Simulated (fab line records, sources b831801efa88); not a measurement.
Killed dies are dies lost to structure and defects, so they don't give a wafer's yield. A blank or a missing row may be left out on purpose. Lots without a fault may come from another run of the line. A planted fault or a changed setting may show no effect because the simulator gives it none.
Which tool did it? | flow gf180mcu | 13 lots, 39 wafers sampled, at 6 steps of a route of 602

WHAT THE GAUGES READ, wafer by wafer
GF_MVSD_TW_MEAS_11. Usual: MVSD_TW 1570, standard deviation 14.
lot  | measured    | on            | MVSD_TW        | flag
L406 | day 4 12:53 | film_metro-01 | 1582 1577 1583 |
L407 | day 4 16:10 | film_metro-01 | 1576 1587 1584 |
L408 | day 4 21:14 | film_metro-04 | 1573 1570 1583 |
L409 | day 5 03:29 | film_metro-04 | 1573 1565 1572 |
L410 | day 5 08:41 | film_metro-02 | 1557 1556 1558 |
L411 | day 5 16:43 | film_metro-01 | 1562 1559 1557 |
L412 | day 5 22:08 | film_metro-01 | 1565 1563 1566 |
L413 | day 6 03:44 | film_metro-01 | 1597 1593 1601 |
L420 | day 7 20:26 | film_metro-02 | 1567 1549 1552 |
L421 | day 8 04:44 | film_metro-04 | 1564 1571 1571 |
L422 | day 8 07:59 | film_metro-04 | 1672 1684 1686 | OFF
L423 | day 8 15:32 | film_metro-02 | 1672 1678 1669 | OFF
L425 | day 9 01:35 | film_metro-02 | 1552 1555 1555 |

GF_VT_IMPLANT_RS_MEAS_46: measures by four-point-probe. Usual: MVSD_RS 456.7 ohm/sq, standard deviation 1.1.
lot  | measured     | on            | MVSD_RS (ohm/sq)  | flag
L406 | day 7 16:42  | film_metro-04 | 458.4 456.5 456.5 |
L407 | day 7 21:09  | film_metro-02 | 458.9 457.3 458.2 |
L408 | day 8 01:43  | film_metro-02 | 456.0 456.9 457.5 |
L409 | day 8 09:41  | film_metro-04 | 454.6 455.0 455.2 |
L410 | day 8 16:07  | film_metro-01 | 457.0 456.9 456.5 |
L411 | day 9 00:44  | film_metro-01 | 458.1 456.9 456.5 |
L412 | day 9 08:05  | film_metro-02 | 458.1 457.4 456.9 |
L413 | day 9 12:31  | film_metro-02 | 456.8 458.5 459.9 |
L420 | day 11 11:11 | film_metro-02 | 457.0 456.6 456.6 |
L421 | day 11 22:11 | film_metro-02 | 457.4 457.1 457.2 |
L422 | day 11 23:32 | film_metro-02 | 400.3 400.7 401.4 | OFF
L423 | day 12 09:46 | film_metro-02 | 399.7 400.0 400.7 | OFF
L425 | day 12 20:06 | film_metro-01 | 455.8 455.0 456.6 |

GF_M2_OVL_MEAS_15. Usual: M2_OVL -1 nm, standard deviation 5.6.
lot  | measured     | on         | M2_OVL (nm) | flag
L406 | day 19 13:13 | overlay-01 | -3 3 -3     |
L407 | day 19 21:37 | overlay-02 | -4 -7 -8    |
L408 | day 19 19:55 | overlay-02 | 2 6 -2      |
L409 | day 20 17:49 | overlay-02 | 9 1 -3      |
L410 | day 21 05:51 | overlay-01 | -4 0 -1     |
L411 | day 21 14:00 | overlay-01 | 1 -6 3      |
L412 | day 22 03:13 | overlay-01 | 0 8 -4      |
L413 | day 21 21:21 | overlay-02 | -8 3 5      |
L420 | day 24 05:19 | overlay-02 | -8 -16 -10  |
L421 | day 24 18:11 | overlay-02 | 8 7 6       |
L422 | day 25 00:39 | overlay-01 | 2 5 4       |
L423 | day 25 11:40 | overlay-02 | -2 1 -13    |
L425 | day 25 18:33 | overlay-02 | -7 -7 -12   |

GF_V2_CD_MEAS_14: target cd 260 nm. Usual: cd_nm 260.0 nm, standard deviation 1.2.
lot  | measured     | on        | cd_nm (nm)        | flag
L406 | day 20 14:48 | cd_sem-01 | 258.6 259.6 259.9 |
L407 | day 20 23:06 | cd_sem-02 | 261.1 260.0 260.6 |
L408 | day 20 21:59 | cd_sem-02 | 260.8 261.0 260.6 |
L409 | day 21 19:35 | cd_sem-01 | 260.3 260.3 259.7 |
L410 | day 22 06:49 | cd_sem-02 | 259.4 261.7 261.4 |
L411 | day 22 15:16 | cd_sem-01 | 261.4 261.4 261.7 |
L412 | day 23 04:07 | cd_sem-02 | 260.3 260.7 259.6 |
L413 | day 22 21:50 | cd_sem-01 | 259.5 259.4 260.2 |
L420 | day 25 04:50 | cd_sem-01 | 261.8 262.2 262.6 |
L421 | day 25 15:41 | cd_sem-01 | 261.7 261.6 261.2 |
L422 | day 25 23:35 | cd_sem-02 | 261.0 261.9 260.8 |
L423 | day 26 10:37 | cd_sem-02 | 258.2 259.1 258.7 |
L425 | day 26 16:55 | cd_sem-01 | 260.4 261.0 260.8 |

GF_V2_OVL_MEAS_15. Usual: V2_OVL -2 nm, standard deviation 5.8.
lot  | measured     | on         | V2_OVL (nm) | flag
L406 | day 20 14:55 | overlay-02 | -2 5 6      |
L407 | day 20 23:13 | overlay-01 | -9 -12 -11  |
L408 | day 20 22:05 | overlay-02 | -6 -2 -7    |
L409 | day 21 19:43 | overlay-01 | 4 2 0       |
L410 | day 22 06:55 | overlay-02 | 2 0 1       |
L411 | day 22 15:23 | overlay-01 | 2 1 3       |
L412 | day 23 04:13 | overlay-01 | -3 -5 -3    |
L413 | day 22 21:57 | overlay-02 | -14 -8 -13  |
L420 | day 25 04:55 | overlay-01 | 7 10 8      |
L421 | day 25 15:49 | overlay-02 | -2 -7 4     |
L422 | day 25 23:43 | overlay-01 | -6 -9 -11   |
L423 | day 26 10:44 | overlay-02 | 0 0 -5      |
L425 | day 26 17:01 | overlay-02 | 8 7 4       |

WHICH TOOL RAN EACH LOT (tool, then ch and the chambers of the sampled wafers, then the start)
lot  | GF_MVSD_IMPLANT_08
L406 | implanter-03 ch 0, day 4 12:29
L407 | implanter-03 ch 0, day 4 15:46
L408 | implanter-01 ch 0, day 4 20:52
L409 | implanter-04 ch 0, day 5 03:05
L410 | implanter-01 ch 0, day 5 08:17
L411 | implanter-03 ch 0, day 5 16:19
L412 | implanter-03 ch 0, day 5 21:44
L413 | implanter-03 ch 0, day 6 03:20
L420 | implanter-01 ch 0, day 7 20:04
L421 | implanter-01 ch 0, day 8 04:20
L422 | implanter-01 ch 0, day 8 07:35
L423 | implanter-01 ch 0, day 8 15:10
L425 | implanter-03 ch 0, day 9 01:11
- GF_MVSD_IMPLANT_08

WHAT THE TOOLS THEMSELVES READ (means of the sampled wafers that have a number; where no wafer has one, the mark that the record gives instead)
GF_MVSD_IMPLANT_08. Usual: dose_ions_cm2 1.6002e+13, standard deviation 1.7e+10; faraday_current_uA 90.3, standard deviation 1.8.
lot  | tool         | dose_ions_cm2 | faraday_current_uA | flag
L406 | implanter-03 | 1.6008e+13    | 88.8               |
L407 | implanter-03 | 1.5983e+13    | 90.3               |
L408 | implanter-01 | 1.6005e+13    | 89.7               |
L409 | implanter-04 | 1.5994e+13    | 90.3               |
L410 | implanter-01 | 1.6023e+13    | 89.7               |
L411 | implanter-03 | 1.5997e+13    | 90.6               |
L412 | implanter-03 | 1.5988e+13    | 88.4               |
L413 | implanter-03 | 1.6007e+13    | 89.4               |
L420 | implanter-01 | 1.5976e+13    | 90.9               |
L421 | implanter-01 | 1.5999e+13    | 88.5               |
L422 | implanter-01 | 2.0833e+13    | 117.0              | OFF
L423 | implanter-01 | 2.0830e+13    | 117.2              | OFF
L425 | implanter-03 | 1.6010e+13    | 91.0               |

THE ANSWER, worked out from the rows above alone
Rule: a lot is off if the mean of its wafers that have a number lies more than 3 standard deviations from the usual mean. A lot without any number at a reading at which 4 lots or more have one is off too. The other lots that the step has rows for count as sound. The gauges are gone through in route order, then the tools' own readings, and for those a lot's mean is taken as printed above. The first step at which some lot is off is used, and at that step the reading that is off furthest; a lot without a number counts as furthest.
Off: L422, L423, at GF_MVSD_TW_MEAS_11 (MVSD_TW).
A tool fits if, at a process step before that reading, it ran every lot that is off, and no sound lot after the first of them. The gauges at GF_MVSD_TW_MEAS_11 aren't tried: what is off there is off at GF_MVSD_IMPLANT_08 too, on other tools, and a gauge's error can't cause that. One fits: implanter-01 at GF_MVSD_IMPLANT_08. Its last sound lot is L421 (day 8 04:20), its first lot that is off L422 (day 8 07:35): a fault that began between those two fits.
The tool's own readings at GF_MVSD_IMPLANT_08 bear it out: on the lots that are off they differ by more than 5 times the standard deviation of the sound lots' means. dose_ions_cm2 reads 2.0832e+13 there against 1.5999e+13 on the sound lots; faraday_current_uA reads 117.1 there against 89.8 on the sound lots.

WHAT THE SIMULATOR HAD PUT IN
Process parameter drift: implanter-01, from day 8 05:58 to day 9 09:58, at GF_MVSD_IMPLANT_08. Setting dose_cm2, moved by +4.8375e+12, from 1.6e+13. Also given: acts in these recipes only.
Lots struck among those shown: L422, L423. The rule above found the same.
